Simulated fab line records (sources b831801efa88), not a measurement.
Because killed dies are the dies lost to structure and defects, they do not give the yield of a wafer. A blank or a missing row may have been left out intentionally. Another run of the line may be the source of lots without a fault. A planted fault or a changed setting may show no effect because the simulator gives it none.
Which tool was responsible?	flow gf180mcu	14 lots, 42 wafers sampled, at 5 steps of a route of 602

## WHAT THE GAUGES READ, wafer by wafer
GF_MVPSD_TW_MEAS_11.
lot	measured	on	MVPSD_TW
L238	day 5 00:58	filmMetro-04	545 545 547
L239	day 5 06:01	filmMetro-04	546 547 547
L240	day 5 11:01	filmMetro-02	559 562 558
L241	day 5 17:54	filmMetro-02	557 557 557
L247	day 7 05:41	filmMetro-04	545 541 545
L248	day 7 10:53	filmMetro-04	545 544 547
L249	day 7 16:53	filmMetro-04	543 545 547
L250	day 7 23:01	filmMetro-04	544 544 540
L251	day 8 05:28	filmMetro-04	30 30 30
L252	day 8 15:58	filmMetro-04	30 29 30
L254	day 8 23:42	filmMetro-04	547 549 547
L255	day 9 04:29	filmMetro-02	556 555 556
L260	day 10 11:00	filmMetro-04	545 546 545
L261	day 10 19:28	filmMetro-04	544 545 544

GF_DUAL_GATE_THK_MEAS_03.
lot	measured	on	DUAL_GATE_OXIDATION_00_THK (nm)
L238	day 7 15:35	filmMetro-03	10.97 11.16 10.72
L239	day 7 19:40	filmMetro-02	11.33 11.46 11.08
L240	day 8 04:02	filmMetro-03	11.17 11.00 11.22
L241	day 8 16:20	filmMetro-01	11.16 11.16 11.04
L247	day 10 03:33	filmMetro-01	10.74 10.69 10.99
L248	day 10 08:23	filmMetro-03	11.01 10.75 11.01
L249	day 10 16:05	filmMetro-02	10.82 11.05 10.91
L250	day 10 21:11	filmMetro-02	10.75 11.02 11.10
L251	day 11 04:05	filmMetro-01	11.16 11.26 11.11
L252	day 11 16:48	filmMetro-02	10.65 10.79 10.84
L254	day 12 03:58	filmMetro-01	10.63 10.78 10.96
L255	day 12 08:10	filmMetro-03	11.02 11.07 11.22
L260	day 13 17:32	filmMetro-03	11.23 11.23 11.40
L261	day 14 02:14	filmMetro-02	11.03 10.83 10.88

## EACH LOT AND THE TOOL THAT RAN IT (in order: tool; ch and the chambers of the sampled wafers; start)
lot	GF_NWELL_STRIP_10	GF_MVSD_STRIP_10	GF_MVPSD_STRIP_10
L238	plasmaAsher-02 ch 0,1, day 3 07:15	plasmaAsher-03 ch 0,1, day 4 10:26	plasmaAsher-02 ch 0,1, day 5 00:52
L239	plasmaAsher-01 ch 0,1, day 3 12:30	plasmaAsher-02 ch 0,1, day 4 15:34	plasmaAsher-04 ch 0,1, day 5 05:55
L240	plasmaAsher-02 ch 0,1, day 3 18:29	plasmaAsher-03 ch 0,1, day 4 20:41	plasmaAsher-01 ch 0,1, day 5 10:55
L241	plasmaAsher-01 ch 0,1, day 3 23:45	plasmaAsher-03 ch 0,1, day 5 03:26	plasmaAsher-02 ch 0,1, day 5 17:48
L247	plasmaAsher-03 ch 0,1, day 5 07:28	plasmaAsher-03 ch 0,1, day 6 13:46	plasmaAsher-04 ch 0,1, day 7 05:35
L248	plasmaAsher-01 ch 0,1, day 5 13:36	plasmaAsher-04 ch 0,1, day 6 18:58	plasmaAsher-02 ch 0,1, day 7 10:47
L249	plasmaAsher-02 ch 0,1, day 5 18:47	plasmaAsher-03 ch 0,1, day 7 00:43	plasmaAsher-01 ch 0,1, day 7 16:47
L250	plasmaAsher-03 ch 0,1, day 6 00:02	plasmaAsher-02 ch 0,1, day 7 07:03	plasmaAsher-01 ch 0,1, day 7 22:55
L251	plasmaAsher-02 ch 0,1, day 6 05:39	plasmaAsher-03 ch 0,1, day 7 12:42	plasmaAsher-04 ch 0,1, day 8 05:22
L252	plasmaAsher-01 ch 0,1, day 6 14:46	plasmaAsher-02 ch 0,1, day 7 23:21	plasmaAsher-04 ch 0,1, day 8 15:51
L254	plasmaAsher-02 ch 0,1, day 6 23:07	plasmaAsher-02 ch 0,1, day 8 07:25	plasmaAsher-04 ch 0,1, day 8 23:36
L255	plasmaAsher-02 ch 0,1, day 7 03:36	plasmaAsher-04 ch 0, day 8 12:15	plasmaAsher-02 ch 0,1, day 9 04:23
L260	plasmaAsher-03 ch 0,1, day 8 07:35	plasmaAsher-03 ch 0,1, day 9 17:10	plasmaAsher-02 ch 0,1, day 10 10:55
L261	plasmaAsher-01 ch 0,1, day 8 14:29	plasmaAsher-04 ch 0,1, day 10 00:53	plasmaAsher-04 ch 0,1, day 10 19:22
- GF_NWELL_STRIP_10: strips in O2/N2.
- GF_MVSD_STRIP_10: strips in O2/N2.
- GF_MVPSD_STRIP_10: strips in O2/N2.

## AS READ BY THE TOOLS THEMSELVES (means over the sampled wafers that have a number; for cases with no such wafer, the mark the record gives instead)
GF_NWELL_STRIP_10.
lot	tool	chamberPressureMTorr (mTorr)	drypumpMotorCurrentA (A)	heaterPowerW (W)	o2FlowSccm (sccm)	oesProductAu (a.u.)	stripTimeToEndpointS (s)
L238	plasmaAsher-02	1500.4	5.9	350	3003	0.725	36.81
L239	plasmaAsher-01	1499.6	5.4	340	3003	0.725	37.08
L240	plasmaAsher-02	1498.8	5.8	355	3002	0.722	36.78
L241	plasmaAsher-01	1499.7	5.4	324	3002	0.724	37.07
L247	plasmaAsher-03	1499.9	5.4	384	2993	0.725	36.82
L248	plasmaAsher-01	1499.8	5.4	342	2999	0.721	36.88
L249	plasmaAsher-02	1500.2	5.9	349	3010	0.722	37.03
L250	plasmaAsher-03	1499.3	5.4	388	2995	0.717	36.94
L251	plasmaAsher-02	1499.3	5.7	355	2994	0.722	36.97
L252	plasmaAsher-01	1499.8	5.4	326	3001	0.718	37.00
L254	plasmaAsher-02	1499.5	5.7	349	2996	0.722	37.15
L255	plasmaAsher-02	1499.4	5.9	345	2994	0.725	36.96
L260	plasmaAsher-03	1499.6	5.6	374	3001	0.723	37.00
L261	plasmaAsher-01	1500.1	5.4	323	2997	0.720	36.96

GF_MVSD_STRIP_10.
lot	tool	chamberPressureMTorr (mTorr)	drypumpMotorCurrentA (A)	heaterPowerW (W)	o2FlowSccm (sccm)	oesProductAu (a.u.)	stripTimeToEndpointS (s)
L238	plasmaAsher-03	1499.3	5.7	382	2999	0.721	36.77
L239	plasmaAsher-02	1500.4	5.7	355	2985	0.719	36.85
L240	plasmaAsher-03	1500.4	5.6	377	2997	0.722	36.84
L241	plasmaAsher-03	1499.7	5.7	378	2997	0.721	36.80
L247	plasmaAsher-03	1501.8	5.7	381	3000	0.721	36.86
L248	plasmaAsher-04	1500.0	6.1	336	3001	0.726	37.02
L249	plasmaAsher-03	1500.6	5.7	374	2999	0.725	36.96
L250	plasmaAsher-02	1498.6	5.8	352	3006	0.725	37.19
L251	plasmaAsher-03	-	-	-	-	-	-
L252	plasmaAsher-02	-	-	-	-	-	-
L254	plasmaAsher-02	1500.6	5.7	353	2991	0.723	36.96
L255	plasmaAsher-04	1499.9	5.9	342	2992	0.720	37.03
L260	plasmaAsher-03	1501.0	5.6	371	3004	0.721	36.76
L261	plasmaAsher-04	1499.5	6.1	336	3000	0.720	36.69

GF_MVPSD_STRIP_10.
lot	tool	chamberPressureMTorr (mTorr)	drypumpMotorCurrentA (A)	heaterPowerW (W)	o2FlowSccm (sccm)	oesProductAu (a.u.)	stripTimeToEndpointS (s)
L238	plasmaAsher-02	1500.7	5.9	348	3002	0.723	36.99
L239	plasmaAsher-04	1500.4	6.0	336	3005	0.721	36.97
L240	plasmaAsher-01	1499.9	5.3	347	2999	0.721	36.87
L241	plasmaAsher-02	1500.0	5.9	346	2994	0.724	37.03
L247	plasmaAsher-04	1498.6	6.0	331	2995	0.722	36.90
L248	plasmaAsher-02	1499.8	5.8	356	3001	0.722	36.86
L249	plasmaAsher-01	1500.3	5.3	341	2995	0.720	37.15
L250	plasmaAsher-01	1499.4	5.4	328	3001	0.723	37.04
L251	plasmaAsher-04	1499.9	6.0	336	2999	0.741	80.92
L252	plasmaAsher-04	1499.0	6.0	332	2991	0.742	81.39
L254	plasmaAsher-04	1499.0	5.9	336	3000	0.725	37.13
L255	plasmaAsher-02	1500.4	5.9	343	2996	0.721	36.93
L260	plasmaAsher-02	1499.3	5.8	355	2999	0.725	37.01
L261	plasmaAsher-04	1499.7	6.1	337	3006	0.723	36.98

## THE ANSWER, worked out from the rows above alone
Rule: the lots themselves supply what counts as usual. The widest of any qualifying gaps counts: lots, ordered by their means at a reading, are off when they make up no more than a third of the lots, leave a main group of 4 or more, and stand apart from it by 3 or more times the standard deviation of that group's means. A main group is skipped when, at the precision printed for the reading in the tables above, its means are all equal. A lot without any number at a reading at which 4 lots or more have one is off too. The other lots that the step has rows for count as sound. After the gauges, taken in route order, come the tools' own readings; for these a lot's mean is taken, as printed above. The first step at which some lot is off is used, and at that step the reading that is off furthest; a lot without a number counts as furthest.
Off: at GF_MVPSD_TW_MEAS_11 (MVPSD_TW), L251, L252. Mean 548 and standard deviation 5.5 in the main group.
A tool fits if, at a process step before that reading, it ran every lot that is off, and no sound lot after the first of them. Not tried: the gauges at GF_MVPSD_TW_MEAS_11; whatever is off there is also off at GF_MVSD_STRIP_10, on other tools, and gauge error can't account for it. Of those tried, none fits.

## WHAT WAS PUT IN BY THE SIMULATOR
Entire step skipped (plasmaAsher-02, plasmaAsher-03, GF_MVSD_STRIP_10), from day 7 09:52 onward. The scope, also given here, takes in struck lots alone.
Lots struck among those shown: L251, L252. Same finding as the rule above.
